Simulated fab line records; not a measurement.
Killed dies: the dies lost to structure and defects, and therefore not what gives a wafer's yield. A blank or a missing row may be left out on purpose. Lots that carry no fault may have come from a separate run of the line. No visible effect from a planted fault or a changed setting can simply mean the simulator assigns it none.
Problem report, 8D (eight disciplines) form, completed by code + flow sfqLine + the parts of the form that need people (team, actions taken, sign-off) are left out

## 1. WHAT WENT WRONG
Mean of exposureDoseMJCm2 at SFQ_TRILAYER_M1_LITHO_EXPOSE_040: 18.887 across 6 wafers in 2 lots; on wafers with no fault it is 14.402 (standard deviation 0.014). That is +99 or more standard deviations from the usual mean.
The step: exposes mask M1, target cd 500 nm.
Seen first at day 26 15:20 on krfScanner-02, wafer L424.2. Wafers with a number at this step in the record: 18, from 6 lots. The rule behind "out" and "out of limits": a value lying over 4 standard deviations away from the usual mean. Any other wafer with a number is counted as sound.

## 2. WHAT IT IS, AND WHAT IT ISN'T
| question                    | is                     | is not                                                                         |
|-----------------------------|------------------------|--------------------------------------------------------------------------------|
| which readings at this step | exposureDoseMJCm2      | -                                                                              |
| which lots                  | L424, L425             | L422, L426, L433, L436                                                         |
| which wafers of those lots  | all that have a number | -                                                                              |
| read on which tools         | krfScanner-02          | krfScanner-01                                                                  |
| when                        | from day 26 15:20      | up to then (3 sound wafers); but 9 sound wafers of L426, L433, L436 came after |

## 3. THE SUSPECTS, EACH WITH WHAT RULES IT OUT
Counting: a tool stays on the suspect list if, at a process step up to the reading, it processed all lots that are out and no sound lot following the first of them.
- krfScanner-02 at SFQ_TRILAYER_M1_LITHO_EXPOSE_040 (exposes mask M1, target cd 500 nm): kept. Every lot that is out went through it, starting with L424 (day 26 15:20), and after that it ran no sound lot; the last sound lot it ran before then is L422 (day 25 04:20). Out on those wafers are its own readings of exposureDoseMJCm2.
Left after counting: krfScanner-02 at SFQ_TRILAYER_M1_LITHO_EXPOSE_040.

## 4. THE CAUSE (what the simulator had put in)
Drift in process parameters on krfScanner-02 at SFQ_TRILAYER_M1_LITHO_EXPOSE_040, starting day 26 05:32. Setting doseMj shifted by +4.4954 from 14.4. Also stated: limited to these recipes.
After counting, this tool was the only one left.

## 5. THE CHAIN OF EFFECTS, in route order
Rows list readings where the struck wafers' mean (over those with a number) sits beyond 3 standard deviations from the usual. Readings are gone through only where the record gives a usual standard deviation; hours: the median, over the lots, of the time from a lot's start at the first step in this table giving one to that lot's start at this step; sigmas: the change measured in usual standard deviations.
| hours | step                             | reading           | usual  | on struck wafers | change | sigmas      |
|-------|----------------------------------|-------------------|--------|------------------|--------|-------------|
| 0     | SFQ_TRILAYER_M1_LITHO_EXPOSE_040 | exposureDoseMJCm2 | 14.402 | 18.887           | +4.485 | +99 or more |
Its process steps:
- SFQ_TRILAYER_M1_LITHO_EXPOSE_040: exposes mask M1, target cd 500 nm.
At these later measuring or inspecting steps, every struck wafer for which the step has a row has a number for every such reading, and none has moved that far: SFQ_M1_OVL_MEAS_911, SFQ_I1_BOW_MEAS_912, SFQ_I1_OVL_MEAS_913, SFQ_M2_RS_MEAS_914, SFQ_M8_BOW_MEAS_951.

## 6. HOW IT WOULD HAVE BEEN CAUGHT EARLIER
First out-of-limits reading in this record: day 26 15:20, which is 10 hours after fault onset at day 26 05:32.
